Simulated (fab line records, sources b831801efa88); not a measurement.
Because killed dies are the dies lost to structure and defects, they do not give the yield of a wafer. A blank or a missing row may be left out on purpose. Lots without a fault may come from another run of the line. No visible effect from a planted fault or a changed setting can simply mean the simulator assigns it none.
fab line records + flow gf180mcu + part 2 of 2: steps 35 to 47 of 47
[record]
- lots = 5
- wafers = 15
- last-day = 33
route steps=602 shown VT_IMPLANT@123 MVSD@136 NWELL@137 LVPWELL@138 MVPSD@139 DUAL_GATE@141 POLY_GATE@157
lots that met no fault: from a run of the same line without faults
start-h: the number of hours between the record's first day and the start of the first shown wafer of the lot + wait-h: hours since the lot's step before + " identical to the entry in the row above + L1.1+2: a single row standing in for several wafers + - no value, or no start was given + * or withheld: withheld + < > ~ a bound
route shown NAME@n: a module of which the file shows steps, and the number in the route of the first + usual: the fault-free wafers' mean and standard deviation + same: alike in all rows + chamber/n: place in a boat + sites: per-site readings + _std_site: the values' standard deviation + _edge_site: inner sites' mean taken away from outer sites' mean + radius-mm: how far each site lies from the wafer's centre + mask NAME#n: copy n + behind: tool/chamber where the wafer was last shaped + hold: the reason the lot was held/the length of the hold in hours/how it ended + device: the n, p or np transistor that did not switch + end of line: at the end of the route, the tests of the same wafers + for a step that has no rows: nothing shown but its recipe + killed: dies that structure and defects cost at the first sort, which is not the same as the wafer's yield + map: per-die view of a wafer (x killed, . not killed, _ where there is no die)
set.NAME: the setting that was run; set.NAME@STEP: the one run at that earlier step + model.NAME: the simulator's own value behind a step, which no gauge read
lots at selected steps of the route; one table per step, one row per wafer
services: a tool's chamber out of use, with start hour (start-h, from the record's first day; less than 0 if before it), hours out, and reason
[[steps]]
[step GF_POLY_GATE_CVD_00]
[recipe]
- material = poly-Si
- target-thk-nm = 200
- temp-c = 620
- time-s = 1200
- pressure-mtorr = 200
[usual]
- susceptor-temp-C = 620.02/0.29
| lot.wafer | tool     | chamber | start-h | wait-h | susceptor-temp-C |
|-----------|----------|---------|---------|--------|------------------|
| L077.3    | lpcvd-02 | 1       | 197.93  | 0.7    | 620.29           |
| L077.5    | "        | 1       | "       | "      | 620.05           |
| L077.6    | "        | 1       | "       | "      | 620.49           |
| L079.1    | lpcvd-01 | 0       | 212.04  | 0.0    | 620.02           |
| L079.3    | "        | 0       | "       | "      | 620.13           |
| L079.5    | "        | 0       | "       | "      | 619.76           |
| L082.2    | lpcvd-01 | 1       | 237.90  | 0.0    | 620.61           |
| L082.4    | "        | 1       | "       | "      | 620.43           |
| L082.6    | "        | 1       | "       | "      | 620.13           |
| L085.1    | lpcvd-01 | 0       | 255.41  | 0.0    | 620.00           |
| L085.3    | "        | 0       | "       | "      | 619.60           |
| L085.4    | "        | 0       | "       | "      | 619.65           |
| L094.2    | lpcvd-02 | 0       | 319.20  | 0.0    | 620.04           |
| L094.3    | "        | 0       | "       | "      | 620.12           |
| L094.5    | "        | 0       | "       | "      | 619.73           |
[step GF_POLY_GATE_THK_MEAS_01]
[recipe]
- reads = poly-Si_of_POLY_GATE_CVD_00
[usual]
- POLY_GATE_CVD_00_THK = 200.1/2.2
| lot.wafer | tool          | chamber | start-h | wait-h | POLY_GATE_CVD_00_THK[nm] |
|-----------|---------------|---------|---------|--------|--------------------------|
| L077.3    | film-metro-04 | -       | 199.33  | 0.1    | 202.7                    |
| L077.5    | "             | -       | "       | "      | 201.9                    |
| L077.6    | "             | -       | "       | "      | 201.8                    |
| L079.1    | film-metro-02 | -       | 214.04  | 0.0    | 200.3                    |
| L079.3    | "             | -       | "       | "      | 200.0                    |
| L079.5    | "             | -       | "       | "      | 200.0                    |
| L082.2    | film-metro-02 | -       | 239.24  | 0.0    | 197.6                    |
| L082.4    | "             | -       | "       | "      | 197.8                    |
| L082.6    | "             | -       | "       | "      | 197.1                    |
| L085.1    | film-metro-03 | -       | 256.74  | 0.0    | 203.0                    |
| L085.3    | "             | -       | "       | "      | 202.5                    |
| L085.4    | "             | -       | "       | "      | 202.0                    |
| L094.2    | film-metro-04 | -       | 320.54  | 0.0    | 200.4                    |
| L094.3    | "             | -       | "       | "      | 200.9                    |
| L094.5    | "             | -       | "       | "      | 200.3                    |
[step GF_POLY_GATE_DEHYDRATE_02]
[recipe]
- temp-c = 200
- time-s = 60
| lot.wafer  | tool           | chamber | start-h | wait-h |
|------------|----------------|---------|---------|--------|
| L077.3+5+6 | litho-track-02 | 0       | 207.56  | 8.2    |
| L079.1+3+5 | litho-track-01 | 0       | 222.83  | 8.8    |
| L082.2+4+6 | litho-track-01 | 0       | 248.05  | 8.8    |
| L085.1+3+4 | litho-track-02 | 0       | 265.86  | 9.1    |
| L094.2+3+5 | litho-track-01 | 0       | 330.75  | 10.2   |
[step GF_POLY_GATE_HMDS_03]
[recipe]
- prime-time-s = 60
- prime-temp-c = 120
| lot.wafer  | tool           | chamber | start-h | wait-h |
|------------|----------------|---------|---------|--------|
| L077.3+5+6 | litho-track-02 | 0       | 207.71  | 0.1    |
| L079.1+3+5 | litho-track-01 | 0       | 222.98  | 0.1    |
| L082.2+4+6 | litho-track-01 | 0       | 248.20  | 0.1    |
| L085.1+3+4 | litho-track-02 | 0       | 266.01  | 0.1    |
| L094.2+3+5 | litho-track-01 | 0       | 330.90  | 0.1    |
[step GF_POLY_GATE_COAT_04]
[recipe]
- resist = BARC
- temp-c = withheld
- time-s = withheld
- spin-rpm = withheld
- resist-thk-nm = withheld
| lot.wafer  | tool           | chamber | start-h | wait-h |
|------------|----------------|---------|---------|--------|
| L077.3+5+6 | litho-track-02 | 0       | 207.86  | 0.1    |
| L079.1+3+5 | litho-track-01 | 0       | 223.13  | 0.1    |
| L082.2+4+6 | litho-track-01 | 0       | 248.35  | 0.1    |
| L085.1+3+4 | litho-track-02 | 0       | 266.16  | 0.1    |
| L094.2+3+5 | litho-track-01 | 0       | 331.05  | 0.1    |
[step GF_POLY_GATE_COAT_05]
[recipe]
- resist = KrF
- spin-rpm = withheld
- resist-thk-nm = 700
| lot.wafer  | tool           | chamber | start-h | wait-h |
|------------|----------------|---------|---------|--------|
| L077.3+5+6 | litho-track-02 | 0       | -       | -      |
| L079.1+3+5 | litho-track-01 | 0       | -       | -      |
| L082.2+4+6 | litho-track-01 | 0       | -       | -      |
| L085.1+3+4 | litho-track-02 | 0       | -       | -      |
| L094.2+3+5 | litho-track-01 | 0       | -       | -      |
[step GF_POLY_GATE_SOFTBAKE_06]
[recipe]
- temp-c = 130
- time-s = 60
- resist = KrF
| lot.wafer  | tool           | chamber | start-h | wait-h |
|------------|----------------|---------|---------|--------|
| L077.3+5+6 | litho-track-02 | 0       | -       | -      |
| L079.1+3+5 | litho-track-01 | 0       | -       | -      |
| L082.2+4+6 | litho-track-01 | 0       | -       | -      |
| L085.1+3+4 | litho-track-02 | 0       | -       | -      |
| L094.2+3+5 | litho-track-01 | 0       | -       | -      |
[step GF_POLY_GATE_EXPOSE_07]
[recipe]
- mask-id = Poly2
- target-cd-nm = 280
- na = 0.68
- source-shape = conventional
- sigma-outer = 0.6
- dose-mj = 28
[same]
- na = 0.68
| lot.wafer  | tool           | chamber | start-h | wait-h | mask    |
|------------|----------------|---------|---------|--------|---------|
| L077.3+5+6 | krf-scanner-02 | 0       | -       | -      | Poly2#0 |
| L079.1+3+5 | krf-scanner-01 | 0       | -       | -      | Poly2#0 |
| L082.2+4+6 | krf-scanner-01 | 0       | -       | -      | Poly2#0 |
| L085.1+3+4 | krf-scanner-02 | 0       | -       | -      | Poly2#0 |
| L094.2+3+5 | krf-scanner-02 | 0       | -       | -      | Poly2#0 |
[step GF_POLY_GATE_PEB_08]
[recipe]
- peb-temp-c = 135
- peb-time-s = 90
- resist = KrF
| lot.wafer  | tool           | chamber | start-h | wait-h |
|------------|----------------|---------|---------|--------|
| L077.3+5+6 | litho-track-02 | 0       | -       | -      |
| L079.1+3+5 | litho-track-01 | 0       | -       | -      |
| L082.2+4+6 | litho-track-04 | 0       | -       | -      |
| L085.1+3+4 | litho-track-04 | 0       | -       | -      |
| L094.2+3+5 | litho-track-01 | 0       | -       | -      |
[step GF_POLY_GATE_DEVELOP_09]
[recipe]
- develop-time-s = 60
- resist = KrF
- dev-temp-c = 21
| lot.wafer  | tool           | chamber | start-h | wait-h |
|------------|----------------|---------|---------|--------|
| L077.3+5+6 | litho-track-02 | 0       | 216.46  | 0.1    |
| L079.1+3+5 | litho-track-01 | 0       | 232.08  | 0.2    |
| L082.2+4+6 | litho-track-04 | 0       | 257.89  | 0.2    |
| L085.1+3+4 | litho-track-04 | 0       | 275.96  | 0.2    |
| L094.2+3+5 | litho-track-01 | 0       | 340.75  | 0.2    |
[step GF_POLY_GATE_CD_MEAS_10]
[recipe]
- target-cd-nm = 280
[usual]
- cd-nm = 280.2/1
| lot.wafer | tool      | chamber | start-h | wait-h | cd-nm |
|-----------|-----------|---------|---------|--------|-------|
| L077.3    | cd-sem-02 | -       | 216.60  | 0.1    | 279.0 |
| L077.5    | "         | -       | "       | "      | 279.3 |
| L077.6    | "         | -       | "       | "      | 280.8 |
| L079.1    | cd-sem-01 | -       | 232.23  | 0.1    | 278.8 |
| L079.3    | "         | -       | "       | "      | 279.5 |
| L079.5    | "         | -       | "       | "      | 281.3 |
| L082.2    | cd-sem-01 | -       | 258.03  | 0.1    | 280.4 |
| L082.4    | "         | -       | "       | "      | 280.0 |
| L082.6    | "         | -       | "       | "      | 280.8 |
| L085.1    | cd-sem-01 | -       | 276.11  | 0.1    | 282.3 |
| L085.3    | "         | -       | "       | "      | 281.9 |
| L085.4    | "         | -       | "       | "      | 281.6 |
| L094.2    | cd-sem-01 | -       | 340.90  | 0.1    | 280.6 |
| L094.3    | "         | -       | "       | "      | 280.7 |
| L094.5    | "         | -       | "       | "      | 282.2 |
[step GF_POLY_GATE_OVL_MEAS_11]
[usual]
- POLY_GATE_OVL = 1/5.1
| lot.wafer | tool       | chamber | start-h | wait-h | POLY_GATE_OVL[nm] |
|-----------|------------|---------|---------|--------|-------------------|
| L077.3    | overlay-02 | -       | 216.70  | 0.1    | 7                 |
| L077.5    | "          | -       | "       | "      | 1                 |
| L077.6    | "          | -       | "       | "      | -3                |
| L079.1    | overlay-01 | -       | 232.35  | 0.1    | -4                |
| L079.3    | "          | -       | "       | "      | 3                 |
| L079.5    | "          | -       | "       | "      | -1                |
| L082.2    | overlay-02 | -       | 258.14  | 0.1    | -8                |
| L082.4    | "          | -       | "       | "      | 7                 |
| L082.6    | "          | -       | "       | "      | -5                |
| L085.1    | overlay-01 | -       | 276.23  | 0.1    | 1                 |
| L085.3    | "          | -       | "       | "      | -3                |
| L085.4    | "          | -       | "       | "      | -4                |
| L094.2    | overlay-01 | -       | 341.00  | 0.1    | -1                |
| L094.3    | "          | -       | "       | "      | 6                 |
| L094.5    | "          | -       | "       | "      | 10                |
[step GF_POLY_GATE_ETCH_12]
[recipe]
- chemistry = N2/H2
- target-depth-a = withheld
- overetch-a = withheld
- time-s = withheld
- target = BARC
- ion-energy-ev = 200
- source-w = 500
- bias-w = 100
- pressure-mtorr = 30
- n2-flow-sccm = 100
- h2-flow-sccm = 200
[usual]
- drypump-motor-current-A = 5.8/0.36
- oes-product-au = 0.736/0.0048
- throttle-valve-pct = 13.214/0.0084
| lot.wafer | tool        | chamber | start-h | wait-h | drypump-motor-current-A | oes-product-au | throttle-valve-pct |
|-----------|-------------|---------|---------|--------|-------------------------|----------------|--------------------|
| L077.3    | rie-diel-03 | 2       | 216.72  | 0.0    | 6.2                     | 0.742          | 13.206             |
| L077.5    | "           | 3       | "       | "      | 5.3                     | 0.742          | 13.225             |
| L077.6    | "           | 2       | "       | "      | 6.2                     | 0.741          | 13.224             |
| L079.1    | rie-diel-01 | 0       | 232.38  | 0.0    | 5.3                     | 0.718          | 13.221             |
| L079.3    | "           | 1       | "       | "      | 5.7                     | 0.736          | 13.213             |
| L079.5    | "           | 0       | "       | "      | 5.3                     | 0.733          | 13.219             |
| L082.2    | rie-diel-01 | 0       | 258.17  | 0.0    | 5.4                     | 0.737          | 13.224             |
| L082.4    | "           | 1       | "       | "      | 5.8                     | 0.738          | 13.212             |
| L082.6    | "           | 2       | "       | "      | 5.6                     | 0.734          | 13.210             |
| L085.1    | rie-diel-01 | 0       | 276.27  | 0.0    | 5.3                     | 0.726          | 13.218             |
| L085.3    | "           | 3       | "       | "      | 5.7                     | 0.748          | 13.216             |
| L085.4    | "           | 1       | "       | "      | 5.7                     | 0.741          | 13.208             |
| L094.2    | rie-diel-01 | 0       | 341.03  | 0.0    | 5.3                     | 0.742          | 13.214             |
| L094.3    | "           | 2       | "       | "      | 5.6                     | 0.740          | 13.228             |
| L094.5    | "           | 1       | "       | "      | 5.7                     | 0.738          | 13.223             |
[[services]]
| tool             | chamber | start-h | hours | kind   |
|------------------|---------|---------|-------|--------|
| wet-bench-04     | -       | 151.58  | 1.9   | pm     |
| wet-bench-02     | -       | 157.11  | 1.9   | pm     |
| furnace-01       | -       | 163.58  | 4.1   | pm     |
| krf-scanner-02   | -       | 165.79  | 0.8   | pm     |
| krf-scanner-02   | -       | 171.05  | 0.5   | repair |
| implanter-01     | -       | 177.20  | 4.2   | repair |
| plasma-asher-04  | -       | 181.24  | 15.6  | pm     |
| iline-stepper-01 | -       | 183.61  | 4.4   | pm     |
| krf-scanner-02   | -       | 213.23  | 2.0   | repair |
| furnace-01       | -       | 225.81  | 3.1   | pm     |
| plasma-asher-02  | -       | 227.07  | 1.0   | repair |
| implanter-01     | -       | 229.55  | 5.2   | repair |
| rie-diel-01      | 3       | 248.47  | 12.8  | repair |
| rie-diel-01      | 1       | 250.42  | 6.6   | repair |
| plasma-asher-04  | -       | 270.83  | 0.4   | repair |
| iline-stepper-02 | -       | 274.81  | 1.7   | pm     |
| iline-stepper-02 | -       | 277.01  | 5.2   | repair |
| plasma-asher-04  | -       | 285.33  | 1.6   | repair |
| iline-stepper-01 | -       | 311.37  | 1.7   | pm     |
| plasma-asher-04  | -       | 311.53  | 1.3   | repair |
| wet-bench-03     | -       | 315.04  | 1.9   | pm     |
| iline-stepper-01 | -       | 318.43  | 0.5   | repair |
| rie-diel-01      | 0       | 325.07  | 9.1   | repair |
| rie-diel-01      | 2       | 331.39  | 4.8   | repair |
